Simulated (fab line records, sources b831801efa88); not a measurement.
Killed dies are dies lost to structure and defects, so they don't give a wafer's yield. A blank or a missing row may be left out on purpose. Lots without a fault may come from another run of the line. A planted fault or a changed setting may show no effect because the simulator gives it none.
fab line records | flow sky130
record lots=12 wafers=36 last_day=50
route steps=708 shown NWELL@81 SONOS_TUNNEL@156 SONOS_ONO@173 PAD_OPEN@708
lots that met no fault: from a run of the same line without faults
start_h: hours from the record's first day to the start of the lot's first wafer shown | wait_h: hours since the lot's step before | " the same as in the row above | L1.1+2: a row that stands for several wafers | - no value, or no start given | * or withheld: withheld | < > ~ a bound
route shown NAME@n: a module of which the file shows steps, and the number in the route of the first | usual: mean/standard deviation of fault-free wafers | same: alike in all rows | chamber/n: place in a boat | sites: the reading at each site | _std_site: their standard deviation | _edge_site: outer sites' mean less inner sites' | radius_mm: how far each site lies from the wafer's centre | mask NAME#n: copy n | behind: the tool/chamber that last shaped the wafer | hold: why the lot was held/for how many hours/how that ended | device: the transistor (n, p or np) that didn't switch | end of line: the same wafers' tests at the end of the route | a step without rows: its recipe alone | killed: dies lost to structure and defects at the first sort, not the wafer's yield | map: a wafer's dies, x killed, . not, _ none there
set.NAME: the setting as run; set.NAME@STEP: as run at that earlier step | model.NAME: the simulator's own value behind a step, which no gauge read
steps of the route over a sample of lots; a table a step, a row a wafer
services: from which hour (start_h, from the record's first day; less than 0 if before it) a tool's chamber was out of use, for how many hours, and why
## steps
# step SKY_NWELL_RTA_28
# recipe temp_c=1050 time_s=30 idle_temp_c=650 ramp_up_c_per_s=150 ramp_down_c_per_s=90 ambient=N2
# usual lamp_power_pct=25.30/0.051 wafer_temp_C_max=1054.8/0.89
# columns lot.wafer tool chamber start_h wait_h lamp_power_pct wafer_temp_C_max
L781.1 rtp_anneal-02 0 102.02 0.0 25.27 1054.9
L781.2 " 0 " " 25.37 1056.6
L781.3 " 0 " " 25.34 1054.9
L783.4 rtp_anneal-02 0 114.12 0.1 25.24 1055.9
L783.5 " 0 " " 25.29 1054.9
L783.6 " 0 " " 25.32 1054.2
L789.1 rtp_anneal-01 0 158.09 0.0 25.35 1054.6
L789.3 " 0 " " 25.26 1053.8
L789.6 " 0 " " 25.38 1054.3
L792.1 rtp_anneal-01 0 175.94 0.0 25.28 1054.9
L792.4 " 0 " " 25.23 1055.1
L792.5 " 0 " " 25.24 1054.4
L793.2 rtp_anneal-02 0 177.72 0.0 25.23 1055.7
L793.3 " 0 " " 25.29 1055.9
L793.4 " 0 " " 25.36 1054.6
L794.1 rtp_anneal-02 0 183.11 0.0 25.27 1053.4
L794.3 " 0 " " 25.30 1054.3
L794.4 " 0 " " 25.27 1055.7
L795.3 rtp_anneal-01 0 188.64 0.0 25.30 1055.3
L795.4 " 0 " " 25.28 1054.4
L795.6 " 0 " " 25.36 1053.9
L796.3 rtp_anneal-02 0 193.12 0.0 25.30 1054.3
L796.4 " 0 " " 25.42 1056.3
L796.6 " 0 " " 25.31 1054.6
L798.2 rtp_anneal-02 0 203.93 0.0 25.28 1055.0
L798.4 " 0 " " 25.25 1054.8
L798.6 " 0 " " 25.26 1055.8
L799.2 rtp_anneal-01 0 213.95 0.0 25.23 1056.5
L799.3 " 0 " " 25.24 1055.4
L799.6 " 0 " " 25.34 1057.4
L801.2 rtp_anneal-01 0 224.59 0.0 25.34 1053.4
L801.3 " 0 " " 25.22 1054.4
L801.5 " 0 " " 25.34 1054.4
L804.1 rtp_anneal-02 0 242.19 0.0 25.39 1054.1
L804.4 " 0 " " 25.26 1055.5
L804.5 " 0 " " 25.25 1053.0
# step SKY_SONOS_TUNNEL_COAT_02
# recipe resist=NOVOLAK spin_rpm=3000 resist_thk_nm=1140
# usual chill_plate_temp_C=22.99/0.11 dispense_pressure_kPa=49.3/0.58 resist_line_temp_C=23.03/0.11
# columns lot.wafer tool chamber start_h wait_h chill_plate_temp_C dispense_pressure_kPa resist_line_temp_C
L781.1 litho_track-01 0 234.12 0.1 22.87 50.4 23.15
L781.2 " 0 " " 22.99 50.3 23.06
L781.3 " 0 " " 22.95 50.3 23.07
L783.4 litho_track-02 0 250.01 0.1 22.97 48.8 22.81
L783.5 " 0 " " 23.05 48.8 22.93
L783.6 " 0 " " 23.12 48.8 22.88
L789.1 litho_track-03 0 307.56 0.1 22.76 49.6 22.95
L789.3 " 0 " " 22.81 49.6 23.07
L789.6 " 0 " " 22.88 49.6 23.27
L792.1 litho_track-02 0 327.79 0.1 22.96 48.9 23.02
L792.4 " 0 " " 22.92 48.9 22.90
L792.5 " 0 " " 23.07 48.9 22.77
L793.2 litho_track-02 0 332.26 0.1 23.03 48.9 23.01
L793.3 " 0 " " 23.06 48.9 23.23
L793.4 " 0 " " 23.01 48.9 22.89
L794.1 litho_track-01 0 338.77 0.1 23.08 50.2 22.87
L794.3 " 0 " " 23.06 50.2 22.95
L794.4 " 0 " " 23.09 50.2 23.04
L795.3 litho_track-02 0 346.64 0.1 22.86 48.8 22.97
L795.4 " 0 " " 22.94 48.9 23.07
L795.6 " 0 " " 22.86 48.9 23.11
L796.3 litho_track-03 0 349.41 0.1 22.69 49.6 23.20
L796.4 " 0 " " 22.77 49.7 22.89
L796.6 " 0 " " 22.82 49.7 22.94
L798.2 litho_track-02 - 366.26 0.1 - - -
L798.4 " - " " - - -
L798.6 " - " " - - -
L799.2 litho_track-02 - 377.66 0.1 - - -
L799.3 " - " " - - -
L799.6 " - " " - - -
L801.2 litho_track-02 - 390.96 0.1 - - -
L801.3 " - " " - - -
L801.5 " - " " - - -
L804.1 litho_track-02 0 414.29 0.1 23.18 48.9 22.90
L804.4 " 0 " " 23.03 48.9 22.97
L804.5 " 0 " " 23.00 48.9 22.79
# step SKY_SONOS_TUNNEL_CD_MEAS_07
# recipe target_cd_nm=410
# usual cd_nm=409.5/2.7
# columns lot.wafer tool chamber start_h wait_h cd_nm
L781.1 cd_sem-02 - 245.64 0.1 412.5
L781.2 " - " " 409.7
L781.3 " - " " 409.3
L783.4 cd_sem-02 - 262.97 0.1 412.7
L783.5 " - " " 410.6
L783.6 " - " " 408.6
L789.1 cd_sem-01 - 321.12 0.1 411.9
L789.3 " - " " 409.2
L789.6 " - " " 409.7
L792.1 cd_sem-02 - 341.71 0.1 411.4
L792.4 " - " " 411.6
L792.5 " - " " 411.1
L793.2 cd_sem-02 - 346.31 0.1 406.6
L793.3 " - " " 405.8
L793.4 " - " " 406.7
L794.1 cd_sem-02 - 352.46 0.1 409.9
L794.3 " - " " 410.7
L794.4 " - " " 408.2
L795.3 cd_sem-01 - 360.16 0.1 409.6
L795.4 " - " " 413.2
L795.6 " - " " 408.9
L796.3 cd_sem-02 - 362.81 0.1 414.2
L796.4 " - " " 412.4
L796.6 " - " " 413.2
L798.2 cd_sem-02 - 380.36 0.1 -
L798.4 " - " " -
L798.6 " - " " -
L799.2 cd_sem-02 - 392.13 0.1 -
L799.3 " - " " -
L799.6 " - " " -
L801.2 cd_sem-01 - 406.61 0.1 -
L801.3 " - " " -
L801.5 " - " " -
L804.1 cd_sem-01 - 430.21 0.1 414.2
L804.4 " - " " 410.8
L804.5 " - " " 413.1
# step SKY_SONOS_ONO_THK_MEAS_05
# recipe reads=SiO2_of_SONOS_ONO_CVD_04
# usual SONOS_ONO_CVD_04_THK=5.69/0.11
# columns lot.wafer tool chamber start_h wait_h SONOS_ONO_CVD_04_THK[nm]
L781.1 film_metro-03 - 251.43 0.0 5.72
L781.2 " - " " 5.65
L781.3 " - " " 5.75
L783.4 film_metro-03 - 269.50 0.0 5.85
L783.5 " - " " 5.83
L783.6 " - " " 5.71
L789.1 film_metro-04 - 330.88 0.0 5.84
L789.3 " - " " 5.79
L789.6 " - " " 5.76
L792.1 film_metro-03 - 346.13 0.0 5.75
L792.4 " - " " 5.68
L792.5 " - " " 5.71
L793.2 film_metro-03 - 351.45 0.0 5.86
L793.3 " - " " 5.78
L793.4 " - " " 5.83
L794.1 film_metro-03 - 357.12 0.0 5.73
L794.3 " - " " 5.60
L794.4 " - " " 5.66
L795.3 film_metro-03 - 367.06 0.0 5.77
L795.4 " - " " 5.71
L795.6 " - " " 5.68
L796.3 film_metro-04 - 368.34 0.0 5.77
L796.4 " - " " 5.66
L796.6 " - " " 5.64
L804.1 film_metro-03 - 437.80 0.0 5.78
L804.4 " - " " 5.68
L804.5 " - " " 5.71
# step SKY_SONOS_ONO_STRIP_17
# recipe chemistry=O2/N2 power_w=1400 pressure_mtorr=1500 platen_temp_c=withheld o2_flow_sccm=3000 n2_flow_sccm=300 overash_fraction=0.5
# usual drypump_motor_current_A=5.7/0.45 oes_product_au=0.710/0.0045 strip_time_to_endpoint_s=14.08/0.04
# columns lot.wafer tool chamber start_h wait_h drypump_motor_current_A oes_product_au rf_hours_counter_h strip_time_to_endpoint_s
L781.1 plasma_asher-04 0 276.38 0.0 6.0 0.711 59 14.15
L781.2 " 1 " " 5.9 0.717 59 14.12
L781.3 " 1 " " 5.9 0.709 - 14.12
L783.4 plasma_asher-02 1 295.26 0.0 5.8 0.714 - 14.09
L783.5 " 0 " " 4.8 0.708 - 14.07
L783.6 " 1 " " 5.8 0.715 - 14.07
L789.1 plasma_asher-02 1 358.43 0.0 5.8 0.706 22 14.14
L789.3 " 0 " " 4.8 0.712 - 14.11
L789.6 " 0 " " 4.8 0.705 - 14.16
L792.1 plasma_asher-03 1 373.92 0.0 6.1 0.714 72 14.06
L792.4 " 1 " " 6.1 0.709 - 14.05
L792.5 " 0 " " 5.6 0.712 - 14.12
L793.2 plasma_asher-02 1 379.33 0.0 5.8 0.705 24 14.00
L793.3 " 0 " " 4.8 0.712 - 14.02
L793.4 " 1 " " 5.8 0.706 - 14.07
L794.1 plasma_asher-04 1 385.08 0.0 5.9 0.704 70 14.06
L794.3 " 1 " " 5.9 0.709 - 14.06
L794.4 " 0 " " 6.0 0.716 - 14.05
L795.3 plasma_asher-04 1 396.46 0.0 5.9 0.712 - 14.04
L795.4 " 0 " " 6.0 0.706 - 14.06
L795.6 " 0 " " 6.0 0.712 - 14.08
L796.3 plasma_asher-02 0 397.41 0.0 4.8 0.711 - 14.12
L796.4 " 1 " " 5.8 0.710 - 14.12
L796.6 " 1 " " 5.8 0.705 - 14.08
L804.1 plasma_asher-03 0 468.67 0.0 5.6 0.711 82 14.06
L804.4 " 0 " " 5.6 0.702 - 14.09
L804.5 " 0 " " 5.7 0.713 - 14.04
# step SKY_PAD_OPEN_PROBE_99
# usual killed_at_M0_to_M3=43/7.2 killed_at_M4_up=3.2/1.8 killed_at_contacts=23/5.6 killed_at_front_end=15/4.6 killed_at_other=0.3/0.71 killed_dies=85/10 killed_on_rim=16/4.1 killed_open=46/7.8 killed_short=38/6.5
# same gross_dies=492 killed_at_back_side=0
# columns lot.wafer tool chamber start_h wait_h hold killed_at_M0_to_M3 killed_at_M4_up killed_at_contacts killed_at_front_end killed_at_other killed_dies killed_on_rim killed_open killed_short
L781.1 prober-01 - 1073.98 0.1 - 28 6 21 17 0 72 11 33 39
L781.2 prober-01 - 1074.03 0.1 - 43 2 27 23 1 96 17 56 38
L781.3 prober-01 - 1074.08 0.2 - 24 3 19 24 0 70 18 26 43
L783.4 prober-01 - 1089.74 0.2 - 37 5 33 13 0 88 29 46 42
L783.5 prober-01 - 1089.79 0.2 - 52 0 18 22 0 92 20 54 38
L783.6 prober-01 - 1089.84 0.2 - 54 5 22 15 0 96 23 56 39
L789.1 prober-02 - 1132.23 0.1 - 40 3 20 16 0 79 14 42 37
L789.3 prober-02 - 1132.33 0.2 - 39 4 21 15 1 80 18 44 36
L789.6 prober-02 - 1132.48 0.2 - 44 3 26 13 0 86 22 46 40
L792.1 prober-02 - 1145.53 0.1 - 35 1 24 11 0 71 15 41 29
L792.4 prober-02 - 1145.68 0.2 - 50 0 22 9 0 81 24 54 27
L792.5 prober-02 - 1145.73 0.2 - 46 3 19 9 1 78 17 44 34
L793.2 prober-01 - 1146.99 0.1 - 39 4 25 19 0 87 17 40 46
L793.3 prober-01 - 1147.04 0.2 - 47 0 25 19 0 91 17 56 33
L793.4 prober-01 - 1147.09 0.2 - 49 3 17 23 1 93 11 53 40
L794.1 prober-02 - 1153.44 0.1 - 37 2 22 11 0 72 12 42 30
L794.3 prober-02 - 1153.54 0.2 - 48 2 18 16 0 84 16 53 31
L794.4 prober-02 - 1153.59 0.2 - 38 1 37 8 0 84 12 59 25
L795.3 prober-01 - 1157.04 0.2 - 56 5 29 8 0 98 23 53 41
L795.4 prober-01 - 1157.09 0.2 - 50 1 22 17 0 90 19 46 44
L795.6 prober-01 - 1157.19 0.2 - 36 2 33 7 0 78 16 50 28
L796.3 prober-02 - 1160.25 0.2 - 40 1 22 17 0 80 14 44 36
L796.4 prober-02 - 1160.30 0.2 - 46 3 25 17 0 91 16 51 40
L796.6 prober-02 - 1160.40 0.2 - 35 1 22 20 0 78 17 40 38
L798.2 prober-02 - 1172.38 0.1 await_dispo/3.6h/scrap 39 5 23 424 1 492 96 39 43
L798.4 prober-02 - 1172.48 0.2 await_dispo/3.6h/scrap 45 5 24 418 0 492 96 47 42
L798.6 prober-02 - 1172.58 0.2 await_dispo/3.6h/scrap 48 1 25 417 1 492 96 63 32
L799.2 prober-01 - 1177.88 0.1 await_dispo/3.3h/scrap 43 5 22 422 0 492 96 42 35
L799.3 prober-01 - 1177.93 0.2 await_dispo/3.3h/scrap 48 3 25 416 0 492 96 58 30
L799.6 prober-01 - 1178.08 0.2 await_dispo/3.3h/scrap 34 2 21 434 1 492 96 45 27
L801.2 prober-02 - 1184.43 0.1 await_dispo/1.1h/scrap 38 6 29 419 0 492 96 52 37
L801.3 prober-02 - 1184.48 0.2 await_dispo/1.1h/scrap 54 6 28 404 0 492 96 64 41
L801.5 prober-02 - 1184.58 0.2 await_dispo/1.1h/scrap 47 2 22 421 0 492 96 48 33
L804.1 prober-02 - 1197.00 0.1 - 39 3 25 10 0 77 10 44 33
L804.4 prober-02 - 1197.15 0.2 - 35 1 24 22 0 82 6 45 35
L804.5 prober-02 - 1197.20 0.2 - 38 6 18 19 1 82 19 38 44
# killed by level:class
L781.1 CONTACT:geometric_particle:open=7 FIELD_ISO:geometric_particle:short=6 LI_CONTACT:geometric_particle:open=5 CONTACT:geometric_particle:short=5 METAL1:geometric_particle:short=5 VIA2:geometric_particle:open=5 LOCAL_INTERCONNECT:geometric_particle:short=4 FIELD_ISO:geometric_particle:open=4
L781.2 CONTACT:geometric_particle:open=10 VIA1:geometric_particle:open=9 VIA2:geometric_particle:open=7 VIA1:geometric_particle:short=7 LI_CONTACT:geometric_particle:open=6 FIELD_ISO:geometric_particle:open=5 POLY_GATE:geometric_particle:open=5 CONTACT:geometric_particle:short=5
L781.3 FIELD_ISO:geometric_particle:short=12 CONTACT:geometric_particle:open=8 POLY_GATE:geometric_particle:short=6 VIA3:geometric_particle:open=5 LI_CONTACT:geometric_particle:short=3 LI_CONTACT:geometric_particle:open=3 LOCAL_INTERCONNECT:geometric_particle:short=3 METAL2:geometric_particle:short=3
L783.4 LI_CONTACT:geometric_particle:open=12 CONTACT:geometric_particle:open=11 METAL2:geometric_particle:short=6 VIA3:geometric_particle:open=6 LOCAL_INTERCONNECT:geometric_particle:short=5 VIA1:geometric_particle:short=5 VIA2:geometric_particle:open=5 VIA2:geometric_particle:short=4
L783.5 VIA1:geometric_particle:open=17 CONTACT:geometric_particle:open=9 METAL2:geometric_particle:short=6 VIA1:geometric_particle:short=6 VIA3:geometric_particle:open=6 FIELD_ISO:geometric_particle:short=5 SPACER:geometric_particle:short=5 VIA2:geometric_particle:open=5
L783.6 VIA1:geometric_particle:open=19 CONTACT:geometric_particle:open=9 LI_CONTACT:geometric_particle:open=7 FIELD_ISO:geometric_particle:short=6 VIA1:geometric_particle:short=5 LOCAL_INTERCONNECT:geometric_particle:short=5 METAL2:geometric_particle:short=5 METAL4:geometric_particle:short=5
L789.1 CONTACT:geometric_particle:open=7 METAL1:geometric_particle:short=6 VIA1:geometric_particle:open=6 VIA2:geometric_particle:open=6 SPACER:geometric_particle:open=5 LI_CONTACT:geometric_particle:open=5 VIA1:geometric_particle:short=5 VIA3:geometric_particle:short=4
L789.3 VIA2:geometric_particle:open=6 LI_CONTACT:geometric_particle:open=6 CONTACT:geometric_particle:short=6 VIA1:geometric_particle:open=6 METAL1:geometric_particle:open=5 VIA1:geometric_particle:short=5 VIA3:geometric_particle:short=4 VIA3:geometric_particle:open=4
L789.6 VIA1:geometric_particle:open=11 LOCAL_INTERCONNECT:geometric_particle:short=9 VIA2:geometric_particle:open=8 CONTACT:geometric_particle:open=8 VIA1:geometric_particle:short=6 METAL2:geometric_particle:short=6 VIA2:geometric_particle:short=5 CONTACT:geometric_particle:short=5
L792.1 CONTACT:geometric_particle:open=9 VIA3:geometric_particle:open=7 LI_CONTACT:geometric_particle:short=6 LI_CONTACT:geometric_particle:open=6 VIA1:geometric_particle:open=6 FIELD_ISO:geometric_particle:open=5 VIA1:geometric_particle:short=4 POLY_GATE:geometric_particle:short=4
L792.4 VIA1:geometric_particle:open=18 VIA3:geometric_particle:open=9 LI_CONTACT:geometric_particle:open=8 LI_CONTACT:geometric_particle:short=6 CONTACT:geometric_particle:open=5 METAL2:geometric_particle:short=4 VIA2:geometric_particle:open=4 POLY_GATE:geometric_particle:open=3
L792.5 VIA1:geometric_particle:open=8 VIA3:geometric_particle:open=8 VIA2:geometric_particle:open=7 METAL1:geometric_particle:short=5 LI_CONTACT:geometric_particle:open=5 CONTACT:geometric_particle:short=4 CONTACT:geometric_particle:open=4 VIA3:geometric_particle:short=4
L793.2 VIA1:geometric_particle:open=8 CONTACT:geometric_particle:open=8 FIELD_ISO:geometric_particle:short=7 LI_CONTACT:geometric_particle:open=6 VIA3:geometric_particle:open=6 CONTACT:geometric_particle:short=5 LOCAL_INTERCONNECT:geometric_particle:short=5 METAL2:geometric_particle:short=5
L793.3 VIA2:geometric_particle:open=15 VIA1:geometric_particle:open=10 CONTACT:geometric_particle:open=9 CONTACT:geometric_particle:short=6 LI_CONTACT:geometric_particle:short=5 LI_CONTACT:geometric_particle:open=5 VIA2:geometric_particle:short=5 FIELD_ISO:geometric_particle:open=3
L793.4 VIA1:geometric_particle:open=17 POLY_GATE:geometric_particle:open=9 CONTACT:geometric_particle:open=7 METAL2:geometric_particle:short=7 METAL3:geometric_particle:short=6 VIA1:geometric_particle:short=5 POLY_GATE:geometric_particle:short=4 LOCAL_INTERCONNECT:geometric_particle:short=4
L794.1 VIA1:geometric_particle:open=11 LI_CONTACT:geometric_particle:open=8 VIA2:geometric_particle:open=7 CONTACT:geometric_particle:short=5 VIA3:geometric_particle:open=5 FIELD_ISO:geometric_particle:short=4 CONTACT:geometric_particle:open=4 FIELD_ISO:geometric_particle:open=2
L794.3 VIA2:geometric_particle:open=12 VIA1:geometric_particle:open=10 LI_CONTACT:geometric_particle:open=6 LOCAL_INTERCONNECT:geometric_particle:short=6 METAL2:geometric_particle:short=5 CONTACT:geometric_particle:open=4 VIA3:geometric_particle:open=4 FIELD_ISO:geometric_particle:open=3
L794.4 CONTACT:geometric_particle:open=17 LI_CONTACT:geometric_particle:open=10 VIA2:geometric_particle:open=10 VIA3:geometric_particle:open=8 VIA1:geometric_particle:open=6 LOCAL_INTERCONNECT:geometric_particle:short=5 CONTACT:geometric_particle:short=5 VIA3:geometric_particle:short=5
L795.3 CONTACT:geometric_particle:open=11 VIA1:geometric_particle:open=10 LI_CONTACT:geometric_particle:open=8 VIA3:geometric_particle:open=8 VIA2:geometric_particle:short=6 CONTACT:geometric_particle:short=5 VIA1:geometric_particle:short=5 VIA2:geometric_particle:open=5
L795.4 VIA1:geometric_particle:open=11 METAL1:geometric_particle:short=10 CONTACT:geometric_particle:open=10 METAL2:geometric_particle:short=9 LI_CONTACT:geometric_particle:open=8 FIELD_ISO:geometric_particle:short=5 VIA2:geometric_particle:short=5 VIA3:geometric_particle:open=5
L795.6 CONTACT:geometric_particle:open=15 LI_CONTACT:geometric_particle:open=9 VIA3:geometric_particle:open=6 VIA1:geometric_particle:short=6 VIA1:geometric_particle:open=6 VIA3:geometric_particle:short=5 LOCAL_INTERCONNECT:geometric_particle:open=4 VIA2:geometric_particle:open=4
L796.3 VIA1:geometric_particle:open=11 CONTACT:geometric_particle:open=9 VIA3:geometric_particle:open=7 METAL1:geometric_particle:short=7 POLY_GATE:geometric_particle:open=6 LI_CONTACT:geometric_particle:open=5 CONTACT:geometric_particle:short=5 METAL2:geometric_particle:short=5
L796.4 LI_CONTACT:geometric_particle:open=11 CONTACT:geometric_particle:open=8 VIA1:geometric_particle:open=7 METAL2:geometric_particle:short=6 POLY_GATE:geometric_particle:open=5 METAL1:geometric_particle:short=5 VIA1:geometric_particle:short=5 VIA2:geometric_particle:open=5
L796.6 VIA1:geometric_particle:open=7 VIA3:geometric_particle:open=7 LI_CONTACT:geometric_particle:open=6 FIELD_ISO:geometric_particle:open=5 FIELD_ISO:geometric_particle:short=5 LI_CONTACT:geometric_particle:short=5 CONTACT:geometric_particle:open=5 METAL2:geometric_particle:short=4
L798.2 SONOS_TUNNEL:area_expose=410 VIA1:geometric_particle:open=9 LI_CONTACT:geometric_particle:open=7 METAL2:geometric_particle:short=7 CONTACT:geometric_particle:open=6 METAL1:geometric_particle:short=5 FIELD_ISO:geometric_particle:short=4 POLY_GATE:geometric_particle:open=4
L798.4 SONOS_TUNNEL:area_expose=403 VIA1:geometric_particle:open=9 CONTACT:geometric_particle:open=8 METAL1:geometric_particle:short=7 VIA2:geometric_particle:open=7 LI_CONTACT:geometric_particle:open=6 VIA3:geometric_particle:short=6 FIELD_ISO:geometric_particle:open=5
L798.6 SONOS_TUNNEL:area_expose=397 VIA1:geometric_particle:open=15 CONTACT:geometric_particle:open=13 VIA2:geometric_particle:open=9 METAL2:geometric_particle:short=7 FIELD_ISO:geometric_particle:open=6 FIELD_ISO:geometric_particle:short=6 LI_CONTACT:geometric_particle:open=6
L799.2 SONOS_TUNNEL:area_expose=415 VIA1:geometric_particle:open=11 CONTACT:geometric_particle:open=8 VIA2:geometric_particle:open=8 CONTACT:geometric_particle:short=6 METAL2:geometric_particle:short=5 LOCAL_INTERCONNECT:geometric_particle:short=4 VIA3:geometric_particle:open=4
L799.3 SONOS_TUNNEL:area_expose=404 CONTACT:geometric_particle:open=13 VIA1:geometric_particle:open=13 VIA3:geometric_particle:open=9 VIA1:geometric_particle:short=8 LI_CONTACT:geometric_particle:open=7 POLY_GATE:geometric_particle:open=5 METAL2:geometric_particle:short=4
L799.6 SONOS_TUNNEL:area_expose=420 VIA1:geometric_particle:open=12 LI_CONTACT:geometric_particle:open=9 CONTACT:geometric_particle:short=5 CONTACT:geometric_particle:open=5 FIELD_ISO:geometric_particle:short=4 VIA3:geometric_particle:open=4 POLY_GATE:geometric_particle:open=3
L801.2 SONOS_TUNNEL:area_expose=403 CONTACT:geometric_particle:open=13 VIA1:geometric_particle:open=10 LI_CONTACT:geometric_particle:open=8 VIA3:geometric_particle:open=7 METAL1:geometric_particle:short=5 VIA1:geometric_particle:short=5 FIELD_ISO:geometric_particle:short=4
L801.3 SONOS_TUNNEL:area_expose=386 CONTACT:geometric_particle:open=13 VIA3:geometric_particle:open=11 VIA1:geometric_particle:open=9 VIA2:geometric_particle:open=8 METAL2:geometric_particle:short=7 LI_CONTACT:geometric_particle:open=7 METAL1:geometric_particle:short=6
L801.5 SONOS_TUNNEL:area_expose=410 VIA1:geometric_particle:open=12 VIA3:geometric_particle:open=8 CONTACT:geometric_particle:open=7 LI_CONTACT:geometric_particle:open=6 METAL3:geometric_particle:short=6 VIA2:geometric_particle:open=6 METAL2:geometric_particle:short=5
L804.1 LI_CONTACT:geometric_particle:open=9 VIA2:geometric_particle:open=9 METAL1:geometric_particle:short=8 CONTACT:geometric_particle:open=8 VIA3:geometric_particle:open=7 METAL2:geometric_particle:short=4 POLY_GATE:geometric_particle:open=3 POLY_GATE:geometric_particle:short=3
L804.4 VIA2:geometric_particle:open=10 POLY_GATE:geometric_particle:short=7 CONTACT:geometric_particle:open=7 LI_CONTACT:geometric_particle:open=6 FIELD_ISO:geometric_particle:open=5 LOCAL_INTERCONNECT:geometric_particle:short=5 VIA3:geometric_particle:open=5 FIELD_ISO:geometric_particle:short=4
L804.5 METAL2:geometric_particle:short=7 CONTACT:geometric_particle:open=6 VIA3:geometric_particle:open=6 POLY_GATE:geometric_particle:open=5 LI_CONTACT:geometric_particle:open=5 METAL1:geometric_particle:short=5 VIA1:geometric_particle:open=5 METAL3:geometric_particle:short=5
## services
# columns tool chamber start_h hours kind
plasma_asher-02 - 84.48 15.6 pm
plasma_asher-02 - 104.50 8.7 repair
plasma_asher-03 - 105.57 2.0 repair
plasma_asher-02 - 113.24 9.0 pm
plasma_asher-02 0 113.24 9.0 vent_cycle
plasma_asher-02 1 113.24 9.0 vent_cycle
plasma_asher-02 0 122.24 - clean
plasma_asher-02 1 122.24 - clean
plasma_asher-04 - 162.89 1.0 repair
litho_track-01 - 236.42 - consumable_replace:filter
plasma_asher-04 - 242.49 2.6 repair
plasma_asher-02 - 282.42 6.6 repair
rtp_anneal-01 - 284.77 4.9 pm
plasma_asher-02 - 310.47 1.7 repair
plasma_asher-02 - 324.24 2.8 pm
plasma_asher-02 - 332.69 6.3 repair
plasma_asher-04 - 342.05 1.4 repair
plasma_asher-04 - 421.25 9.0 pm
plasma_asher-04 0 421.25 9.0 vent_cycle
plasma_asher-04 1 421.25 9.0 vent_cycle
plasma_asher-04 0 430.25 - clean
plasma_asher-04 1 430.25 - clean
plasma_asher-02 - 435.17 6.6 repair
## key
first_sign step=SKY_SONOS_TUNNEL_COAT_02 reading=tool_record direction=missing
effect step=SKY_SONOS_TUNNEL_CD_MEAS_07 reading=cd_nm direction=missing
effect step=SKY_PAD_OPEN_PROBE_99 reading=killed_at_front_end direction=up sigmas=89 usual=15 struck=419
more_kills_born_at SKY_SONOS_TUNNEL_EXPOSE_04@iline_stepper-02=2409 SKY_SONOS_TUNNEL_EXPOSE_04@iline_stepper-01=1239
met_at SKY_SONOS_TUNNEL_COAT_02
struck_lots L798,L799,L801
later_rows_left_out L798.2,L798.4,L798.6,L799.2,L799.3,L799.6,L801.2,L801.3,L801.5
tester_left_out L798,L799,L801
not_acting_at SKY_NWELL_RTA_28,SKY_SONOS_ONO_THK_MEAS_05,SKY_SONOS_ONO_STRIP_17
onset_between 346.64 366.26
fault kind=skipped_step_whole tool=litho_track-02 chamber=- onset_h=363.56 steps=SKY_SONOS_TUNNEL_COAT_02 scope=struck_lots_only
# tester_left_out: of these lots the tester's yield and bins aren't shown, on N5 and GAA mostly nor the transistor test; their killed dies are dies lost to structure and defects alone, not to doping, threshold or leakage, so they don't give the yield
# later_rows_left_out: the simulator's readings of these wafers behind a module that went badly wrong aren't trusted and aren't shown, but for the sort
